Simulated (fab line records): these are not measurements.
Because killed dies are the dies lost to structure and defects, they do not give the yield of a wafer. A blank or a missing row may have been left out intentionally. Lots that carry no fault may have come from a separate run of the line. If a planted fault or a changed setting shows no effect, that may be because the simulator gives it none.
One fault through the eyes of 2 desks || flow gf180mcu || each desk holds nothing but its own numbers, with what lay behind them at the end

## DESK OF THE TOOL OWNER: implanter-03
The tool's own readings at GF_LVPWELL_IMPLANT_09: means of the sampled wafers that have a number, for each lot that ran on this tool. The brackets show how far a lot's mean lies from the usual mean; more than 4 standard deviations puts the lot out of limits, marked OUT.
Columns: A = dose-ions-cm2 at GF_LVPWELL_IMPLANT_09, usual 5e+12; B = faraday-current-uA at GF_LVPWELL_IMPLANT_09, usual 28.3
{"lot": "L760", "first seen here": "day 6 01:20", "A": 5e+12, "B": 28.3}
{"lot": "L761", "first seen here": "day 6 08:23", "A": 5e+12, "B": 28.2}
{"lot": "L762", "first seen here": "day 6 13:01", "A": 5e+12, "B": 28.4}
{"lot": "L764", "first seen here": "day 7 00:07", "A": "5e+11 (-99 or more) OUT", "B": "2.8 (-48) OUT"}
{"lot": "L765", "first seen here": "day 7 04:29", "A": "5e+11 (-99 or more) OUT", "B": "2.8 (-48) OUT"}
This desk's verdict: out of limits on L764, L765, starting with L764 at day 7 00:07 (dose-ions-cm2 at GF_LVPWELL_IMPLANT_09). L760, L761, L762: within limits.

## AT THE METROLOGY DESK
What the gauges read for every lot (on any tool): the sampled wafers with a number, averaged. The brackets show how far a lot's mean lies from the usual mean; more than 4 standard deviations puts the lot out of limits, marked OUT.
Columns: A = LVPWELL_TW at GF_LVPWELL_TW_MEAS_11, usual 570; B = VT_IMPLANT_01_OVL at GF_VT_IMPLANT_OVL_MEAS_18, usual -0.2 nm; C = LVPWELL_RS at GF_VT_IMPLANT_RS_MEAS_48, usual 1197 ohm/sq; D = DUAL_GATE_OXIDATION_00_THK at GF_DUAL_GATE_THK_MEAS_03, usual 10.86 nm
{"lot": "L754", "first seen here": "day 4 17:08", "A": 573, "B": 0.8, "C": 1199, "D": 10.99}
{"lot": "L757", "first seen here": "day 5 05:58", "A": 563, "B": -0.2, "C": 1203, "D": 11.22}
{"lot": "L758", "first seen here": "day 5 12:38", "A": 562, "B": -0.7, "C": 1195, "D": 10.98}
{"lot": "L759", "first seen here": "day 5 18:56", "A": 571, "B": 0.4, "C": 1195, "D": 10.82}
{"lot": "L760", "first seen here": "day 6 01:35", "A": 574, "B": 1.9, "C": 1199, "D": 10.78}
{"lot": "L761", "first seen here": "day 6 08:38", "A": 568, "B": -0.1, "C": 1196, "D": 11.07}
{"lot": "L762", "first seen here": "day 6 13:13", "A": 570, "B": -0.5, "C": 1194, "D": 10.87}
{"lot": "L764", "first seen here": "day 7 00:20", "A": "541 (-7.7) OUT", "B": -3.0, "C": "1484 (+74) OUT", "D": 10.84}
{"lot": "L765", "first seen here": "day 7 04:44", "A": "536 (-8.9) OUT", "B": -1.7, "C": "1495 (+76) OUT", "D": 10.83}
{"lot": "L766", "first seen here": "day 7 11:14", "A": 567, "B": 0.1, "C": 1201, "D": 10.40}
{"lot": "L768", "first seen here": "day 7 22:29", "A": 571, "B": 1.0, "C": 1198, "D": 10.59}
{"lot": "L773", "first seen here": "day 9 04:14", "A": 572, "B": -1.2, "C": 1190, "D": 11.05}
This desk finds L764, L765 out of limits, with the earliest case on L764 at day 7 00:20 (LVPWELL_TW at GF_LVPWELL_TW_MEAS_11). L754, L757, L758, L759, L760, L761, L762, L766, L768, L773: within limits.

## BROUGHT TOGETHER
At day 7 00:07, on L764, L765, the tool owner's desk was in a position to raise an alarm.
The metrology desk could have raised an alarm at day 7 00:20, on L764, L765.
On implanter-03, each named lot ran GF_LVPWELL_IMPLANT_09.

## WHAT THE SIMULATOR HAD PUT IN
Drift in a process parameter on implanter-03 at GF_LVPWELL_IMPLANT_09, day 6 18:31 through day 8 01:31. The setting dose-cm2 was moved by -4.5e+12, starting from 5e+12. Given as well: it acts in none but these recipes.
Shown lots that were struck: L764, L765.
Fault start to first reading out of limits, in hours, per desk: tool owner, 6; metrology, 6.
